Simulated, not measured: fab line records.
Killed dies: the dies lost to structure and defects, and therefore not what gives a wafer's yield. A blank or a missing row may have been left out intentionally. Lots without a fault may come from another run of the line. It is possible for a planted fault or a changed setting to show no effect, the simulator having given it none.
fab line records    flow sky130
record lots=14  wafers=42  last-day=50
route steps=708 shown METAL5@663
lots with no fault: from the same line, run without faults
start-h: hours from the record's first day to the start of the lot's first wafer shown    wait-h: hours from the lot's prior step to this one    " unchanged from the row above    L1.1+2: one row covering several wafers at once    - either no value or no given start    * or withheld: withheld    < > ~ a bound
route shown NAME@n: a module of which the file shows steps, and the number in the route of the first    usual: mean/standard deviation of fault-free wafers    same: alike in all rows    chamber/n: place in a boat    sites: the reading at each site    _std_site: standard deviation across them    _edge_site: mean of outer sites minus mean of inner sites    radius-mm: for every site, how far away it sits from the centre of the wafer    mask NAME#n: copy n    behind: the most recent tool/chamber to have shaped the wafer    hold: why the lot went on hold/how many hours it stayed there/how the hold came to an end    device: names the non-switching transistor (n, p or np)    end of line: the same wafers' tests at the end of the route    where a step has no rows: the recipe by itself    killed: at the first sort, the dies lost to defects and structure; wafer yield is something else    map: the dies of a wafer, with x for killed, . for not killed, _ for no die there
set.NAME: setting as actually run; set.NAME@STEP: the setting as run at that earlier step    model.NAME: the simulator's own value behind a step, which no gauge read
the route's steps for a sample of lots (tables are steps, rows are wafers)
services: a tool's chamber out of use, with start hour (start-h, from the record's first day; less than 0 if before it), hours out, and reason
## steps
# step SKY_METAL5_SPUTTER_02
# recipe material=AlCu  target-thk-nm=1150  power-w=10600  time-s=61.2  chamber-pressure-pa=0.4
# usual cathode-dc-power-W=10600/1.9  chamber-pressure-pa=0.3999/0.0009  throttle-valve-pct=30.3/1  time-s=61.2/0
lot.wafer  tool            chamber  start-h  wait-h  cathode-dc-power-W  chamber-pressure-pa  throttle-valve-pct  time-s
L298.2     pvd-sputter-03  -        1001.48  0.0     10598               0.4001               29.2                61.2
L298.5     "               -        "        "       10598               0.4003               31.8                61.2
L298.6     "               -        "        "       10598               0.3999               29.2                61.2
L300.3     pvd-sputter-03  -        1008.09  0.0     10600               0.4005               28.8                61.2
L300.4     "               -        "        "       10601               0.3991               30.1                61.2
L300.5     "               -        "        "       10604               0.4008               29.1                61.2
L299.1     pvd-sputter-03  -        1018.39  0.0     10598               0.3989               29.4                61.2
L299.2     "               -        "        "       10598               0.3989               32.3                61.2
L299.5     "               -        "        "       10599               0.4018               29.4                61.2
L301.1     pvd-sputter-02  -        1020.29  0.0     10599               0.3983               31.6                61.2
L301.5     "               -        "        "       10598               0.3987               31.1                61.2
L301.6     "               -        "        "       10602               0.3993               29.5                61.2
L310.1     pvd-sputter-01  -        1125.38  0.0     -                   -                    -                   -
L310.3     "               -        "        "       -                   -                    -                   -
L310.4     "               -        "        "       -                   -                    -                   -
L311.3     pvd-sputter-02  -        1126.29  0.0     -                   -                    -                   -
L311.4     "               -        "        "       -                   -                    -                   -
L311.6     "               -        "        "       -                   -                    -                   -
L314.2     pvd-sputter-01  -        1127.16  0.0     10601               0.3993               30.0                61.2
L314.3     "               -        "        "       10600               0.3995               29.2                61.2
L314.6     "               -        "        "       10600               0.3995               31.1                61.2
L312.2     pvd-sputter-01  -        1128.66  0.0     10598               0.4013               31.1                61.2
L312.3     "               -        "        "       10600               0.3997               29.0                61.2
L312.4     "               -        "        "       10599               0.3990               29.2                61.2
L317.1     pvd-sputter-01  -        1129.86  0.0     10598               0.4018               31.8                61.2
L317.3     "               -        "        "       10602               0.3997               28.7                61.2
L317.6     "               -        "        "       10600               0.4004               28.9                61.2
L315.2     pvd-sputter-01  -        1130.16  0.0     10600               0.4021               31.3                61.2
L315.5     "               -        "        "       10598               0.4003               29.3                61.2
L315.6     "               -        "        "       10600               0.3988               30.0                61.2
L318.2     pvd-sputter-02  -        1130.84  0.0     10601               0.3999               31.1                61.2
L318.3     "               -        "        "       10605               0.4006               30.9                61.2
L318.4     "               -        "        "       10598               0.3987               29.4                61.2
L319.1     pvd-sputter-02  -        1131.35  0.0     10601               0.3990               31.3                61.2
L319.3     "               -        "        "       10601               0.3989               30.8                61.2
L319.6     "               -        "        "       10598               0.3988               31.4                61.2
L320.3     pvd-sputter-02  -        1132.49  0.0     10599               0.3983               31.3                61.2
L320.5     "               -        "        "       10598               0.4005               30.9                61.2
L320.6     "               -        "        "       10603               0.3995               31.1                61.2
L321.1     pvd-sputter-02  -        1134.94  0.0     10599               0.4007               29.7                61.2
L321.4     "               -        "        "       10597               0.3997               30.8                61.2
L321.6     "               -        "        "       10602               0.3991               31.1                61.2
# step SKY_METAL5_RS_MEAS_05
# recipe thk-meas-gauge=four-point-probe  reads=TiN_of_METAL5_SPUTTER_04+Ti_of_METAL5_SPUTTER_03+AlCu_of_METAL5_SPUTTER_02+TiN_of_METAL5_SPUTTER_01+Ti_of_METAL5_SPUTTER_00
# usual METAL5_ALCU_RS=0.02714/0.00027
lot.wafer  tool           chamber  start-h  wait-h  METAL5_ALCU_RS[ohm/sq]
L298.2     film-metro-04  -        1001.62  0.0     0.02699
L298.5     "              -        "        "       0.02723
L298.6     "              -        "        "       0.02717
L300.3     film-metro-01  -        1008.25  0.1     0.02752
L300.4     "              -        "        "       0.02788
L300.5     "              -        "        "       0.02742
L299.1     film-metro-03  -        1018.50  0.0     0.02742
L299.2     "              -        "        "       0.02734
L299.5     "              -        "        "       0.02735
L301.1     film-metro-03  -        1020.40  0.0     0.02684
L301.5     "              -        "        "       0.0273
L301.6     "              -        "        "       0.02726
L310.1     film-metro-01  -        1125.49  0.0     8.7899
L310.3     "              -        "        "       8.793
L310.4     "              -        "        "       8.7356
L311.3     film-metro-01  -        1126.45  0.1     8.7042
L311.4     "              -        "        "       8.5938
L311.6     "              -        "        "       8.6359
L314.2     film-metro-04  -        1127.29  0.0     0.02719
L314.3     "              -        "        "       0.02731
L314.6     "              -        "        "       0.02741
L312.2     film-metro-04  -        1128.79  0.0     0.02753
L312.3     "              -        "        "       0.02722
L312.4     "              -        "        "       0.02735
L317.1     film-metro-01  -        1129.97  0.0     0.02719
L317.3     "              -        "        "       0.02718
L317.6     "              -        "        "       0.02714
L315.2     film-metro-01  -        1130.29  0.0     0.02715
L315.5     "              -        "        "       0.02686
L315.6     "              -        "        "       0.02705
L318.2     film-metro-01  -        1130.98  0.0     0.0272
L318.3     "              -        "        "       0.0272
L318.4     "              -        "        "       0.02705
L319.1     film-metro-03  -        1131.47  0.0     0.02731
L319.3     "              -        "        "       0.02711
L319.6     "              -        "        "       0.02706
L320.3     film-metro-01  -        1132.65  0.1     0.02719
L320.5     "              -        "        "       0.02704
L320.6     "              -        "        "       0.02728
L321.1     film-metro-04  -        1135.06  0.0     0.02737
L321.4     "              -        "        "       0.02724
L321.6     "              -        "        "       0.02747
# step SKY_METAL5_THK_MEAS_06
# recipe thk-meas-gauge=xrf  reads=AlCu_of_METAL5_SPUTTER_02
# usual METAL5_ALCU_THK=1170/15
lot.wafer  tool           chamber  start-h  wait-h  METAL5_ALCU_THK[nm]
L298.2     film-metro-04  -        1001.73  0.1     1187
L298.5     "              -        "        "       1176
L298.6     "              -        "        "       1179
L300.3     film-metro-01  -        1008.35  0.1     1156
L300.4     "              -        "        "       1135
L300.5     "              -        "        "       1153
L299.1     film-metro-03  -        1018.62  0.1     1157
L299.2     "              -        "        "       1159
L299.5     "              -        "        "       1160
L301.1     film-metro-03  -        1020.52  0.1     1188
L301.5     "              -        "        "       1169
L301.6     "              -        "        "       1167
L310.1     film-metro-01  -        1125.61  0.1     <1
L310.3     "              -        "        "       <1
L310.4     "              -        "        "       <1
L311.3     film-metro-01  -        1126.55  0.1     <1
L311.4     "              -        "        "       <1
L311.6     "              -        "        "       <1
L314.2     film-metro-04  -        1127.40  0.1     1186
L314.3     "              -        "        "       1183
L314.6     "              -        "        "       1166
L312.2     film-metro-04  -        1128.90  0.1     1158
L312.3     "              -        "        "       1173
L312.4     "              -        "        "       1170
L317.1     film-metro-01  -        1130.09  0.1     1164
L317.3     "              -        "        "       1165
L317.6     "              -        "        "       1169
L315.2     film-metro-01  -        1130.40  0.1     1170
L315.5     "              -        "        "       1182
L315.6     "              -        "        "       1175
L318.2     film-metro-01  -        1131.09  0.1     1156
L318.3     "              -        "        "       1158
L318.4     "              -        "        "       1164
L319.1     film-metro-03  -        1131.59  0.1     1158
L319.3     "              -        "        "       1167
L319.6     "              -        "        "       1165
L320.3     film-metro-01  -        1132.75  0.1     1157
L320.5     "              -        "        "       1167
L320.6     "              -        "        "       1158
L321.1     film-metro-04  -        1135.18  0.1     1171
L321.4     "              -        "        "       1168
L321.6     "              -        "        "       1158
## services
tool            chamber  start-h  hours  kind
pvd-sputter-01  1        984.95   -      consumable-replace:kit
pvd-sputter-01  1        984.95   18.0   scheduled-down
pvd-sputter-01  1        984.95   18.0   vent-cycle
pvd-sputter-03  -        1045.62  1.6    repair
pvd-sputter-03  3        1049.14  -      consumable-replace:kit
pvd-sputter-03  3        1049.14  18.0   scheduled-down
pvd-sputter-03  3        1049.14  18.0   vent-cycle
pvd-sputter-03  -        1111.23  78.8   repair
pvd-sputter-01  -        1114.00  3.4    repair
pvd-sputter-01  0        1125.70  -      consumable-replace:kit
pvd-sputter-01  0        1125.70  18.0   scheduled-down
pvd-sputter-01  0        1125.70  18.0   vent-cycle
pvd-sputter-02  3        1132.61  -      consumable-replace:kit
pvd-sputter-02  3        1132.61  18.0   scheduled-down
pvd-sputter-02  3        1132.61  18.0   vent-cycle
## key
first-sign step=SKY_METAL5_SPUTTER_02  reading=tool-record  direction=missing
effect step=SKY_METAL5_RS_MEAS_05  reading=METAL5_ALCU_RS  direction=up  sigmas=99+  usual=0.02714  struck=8.7087
effect step=SKY_METAL5_THK_MEAS_06  reading=METAL5_ALCU_THK  direction=down  sigmas=80  usual=1170  struck=<1
met-at SKY_METAL5_SPUTTER_02
struck-lots L310,L311
later-rows-left-out L310.1,L310.3,L310.4,L311.3,L311.4,L311.6
sort-left-out L310.1,L310.3,L310.4,L311.3,L311.4,L311.6
onset-between 1020.29 1125.38
fault kind=skipped-step-whole  tool=pvd-sputter-01,pvd-sputter-02  chamber=-  onset-h=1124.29  steps=SKY_METAL5_SPUTTER_02  scope=struck-lots-only
# sort-left-out: the simulated sort isn't trusted on such a fault, so these wafers' sort isn't shown, and their yield isn't known
# later-rows-left-out: the simulator's readings of these wafers behind a module that went badly wrong aren't trusted and aren't shown, but for the sort
